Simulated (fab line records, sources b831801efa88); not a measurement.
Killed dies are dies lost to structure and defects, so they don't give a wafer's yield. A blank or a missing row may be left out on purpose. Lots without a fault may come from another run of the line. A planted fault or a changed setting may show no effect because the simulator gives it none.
A struck lot beside a sound one | flow sky130 | 36 steps out of a route of 708
Sound: wafers L137.2, L137.3, L137.4. Struck: wafers L147.1, L147.4, L147.5. The cause comes at the end.
At each step with rows: each side's tool, then ch and its chambers, then its first start. Under that, the readings that differ: sound wafers | struck wafers | difference of the means | sigmas: that difference in standard deviations of wafers without a fault.
alike: readings whose means differ by less than 2 such deviations, and words and numbers that are the same on both sides. not compared: withheld readings, readings that some wafer has no value for, bounds like >300 that may hide the same value, and numbers for which the record gives no deviation and whose values overlap.
The two part at a step that has a row with sigmas, a row that says differs or no value, or rows on one side only. Numbers that don't overlap but have no deviation are shown without sigmas and don't part them. A reading that every wafer of one side lacks parts them only if that side has two wafers or more.

first, 10 steps without rows for these wafers: SKY_POLY_CUT_ETCH_10 (etches BARC in N2/H2, stops on SiO2, time 45.9 s, target depth 60 nm); SKY_POLY_CUT_ETCH_11 (etches Si3N4 in CF4/CH2F2/Ar, stops on poly-Si, time 42.5 s, target depth 60 nm); SKY_POLY_CUT_STRIP_12 (strips in O2/N2); SKY_SD_P_DEHYDRATE_00 (time 60 s); SKY_SD_P_HMDS_01 (prime time 60 s); SKY_SD_P_COAT_02 (resist thk 1140 nm); SKY_SD_P_SOFTBAKE_03 (time 60 s); SKY_SD_P_EXPOSE_04 (exposes mask PSDM, target cd 380 nm); SKY_SD_P_PEB_05; SKY_SD_P_DEVELOP_06 (develop time 60 s).
SKY_SD_P_IMPLANT_09:
  sound on implanter-03 ch 0, day 28 22:10; struck on implanter-01 ch 0, day 32 12:22
  reading                   | sound                | struck               | difference | sigmas
  beam_energy_keV           | 19.997 19.989 19.983 | 25.045 25.046 25.048 | +5.057     | +99 or more
  model.implant.rp_nm (nm)  | 17.3 17.3 17.3       | 20.79 20.79 20.79    | +3.49      |
  model.implant.drp_nm (nm) | 9.746 9.746 9.746    | 11.42 11.42 11.42    | +1.67      |
SKY_SD_P_STRIP_10: strips in O2/N2.
  sound on plasma_asher-01 ch 0,1, day 28 22:17; struck on plasma_asher-03 ch 1, day 32 12:31
  reading                      | sound             | struck            | difference | sigmas
  drypump_motor_current_A (A)  | 6.3 6.3 5.8       | 5.4 5.5 5.5       | -0.7       | -2
  oes_product_au (a.u.)        | 0.628 0.612 0.613 | 0.599 0.588 0.606 | -0.020     | -4
  strip_time_to_endpoint_s (s) | 17.49 17.46 17.46 | 18.24 18.27 18.23 | +0.78      | +20
  not compared: rf_hours_counter_h
SKY_SD_P_TW_MEAS_11:
  sound on film_metro-01, day 28 22:24; struck on film_metro-04, day 32 12:37
  reading | sound          | struck         | difference | sigmas
  SD_P_TW | 2819 2833 2831 | 2932 2930 2918 | +99        | +3
then, 21 steps without rows for these wafers: SKY_RES_XHIGH_DEHYDRATE_00 (time 60 s); SKY_RES_XHIGH_HMDS_01 (prime time 60 s); SKY_RES_XHIGH_COAT_02 (resist thk 1140 nm); SKY_RES_XHIGH_SOFTBAKE_03 (time 60 s); SKY_RES_XHIGH_EXPOSE_04 (exposes mask URPM, target cd 1270 nm); SKY_RES_XHIGH_PEB_05; SKY_RES_XHIGH_DEVELOP_06 (develop time 60 s); SKY_RES_XHIGH_IMPLANT_07; SKY_RES_XHIGH_STRIP_08 (strips in O2/N2); SKY_SD_N_DEHYDRATE_00 (time 60 s); SKY_SD_N_HMDS_01 (prime time 60 s); SKY_SD_N_COAT_02 (resist thk 1140 nm); SKY_SD_N_SOFTBAKE_03 (time 60 s); SKY_SD_N_EXPOSE_04 (exposes mask NSDM, target cd 380 nm); SKY_SD_N_PEB_05; SKY_SD_N_DEVELOP_06 (develop time 60 s); SKY_SD_N_IMPLANT_09; SKY_SD_N_IMPLANT_10; SKY_SD_N_STRIP_11 (strips in O2/N2); SKY_SD_N_CLEAN_13 (cleans in SC1/SC2, time 150 s); SKY_SD_N_RTA_14 (time 2 s).
-- the record jumps here: 2 days lie between the struck wafers' starts before and after --
SKY_SD_N_RS_MEAS_17: measures by four-point-probe.
  sound on film_metro-04, day 31 06:56; struck on film_metro-03, day 34 18:37
  reading          | sound             | struck            | difference | sigmas
  SD_P_RS (ohm/sq) | 146.8 147.4 146.9 | 131.7 132.2 131.9 | -15.1      | -39
-- the record jumps here: 16 days lie between the struck wafers' starts before and after (it left off in module SD_N and takes up again in module PAD_OPEN, whose first step shown is number 708 of the route) --
SKY_PAD_OPEN_PROBE_99:
  sound on prober-02, day 48 01:02; struck on prober-01, day 50 08:03
  reading                                 | sound                | struck               | difference | sigmas
  model.etest.pfet_01v8.r_on_ohm_um       | 3053 3036 2976       | 2845 2813 2794       | -204       |
  model.etest.res_pdiff.line_ohm_um       | 1389 1392 1388       | 1255 1264 1278       | -124       |
  model.etest.res_pdiff_hv.rs_ohm_sq      | 194.2 194 193.7      | 172.6 173.5 173.7    | -20.7      |
  model.etest.res_pdiff.rs_ohm_sq         | 199.6 198 198.3      | 181.8 182.8 179.9    | -17.1      |
  model.etest.pfet_01v8.drive_ua_um       | 180.3 181.7 185.4    | 199 196.6 201.5      | +17        |
  model.etest.sram_pfet_latch.drive_ua_um | 128.9 132.9 138.1    | 148.2 149.5 154.8    | +17.5      |
  model.etest.pfet_01v8_hvt.drive_ua_um   | 134 134.7 137.7      | 149.3 147.5 150.1    | +13.5      |
  model.etest.pfet_01v8.off_log10_a_um    | -10.37 -10.57 -10.26 | -9.188 -9.675 -9.362 | +0.992     |
  alike: killed_at_M0_to_M3, killed_at_M4_up, killed_at_contacts, killed_at_front_end, killed_at_other, killed_dies, killed_open, killed_short

WHERE THEY PART
First at SKY_SD_P_IMPLANT_09; last, within this record, at SKY_SD_N_RS_MEAS_17. Later steps at which nothing parts them and some readings are alike: SKY_PAD_OPEN_PROBE_99.

WHY: what the simulator had put in
Process parameter drift: implanter-01, from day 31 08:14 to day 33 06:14, at SKY_SD_P_IMPLANT_09. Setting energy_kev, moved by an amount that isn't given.
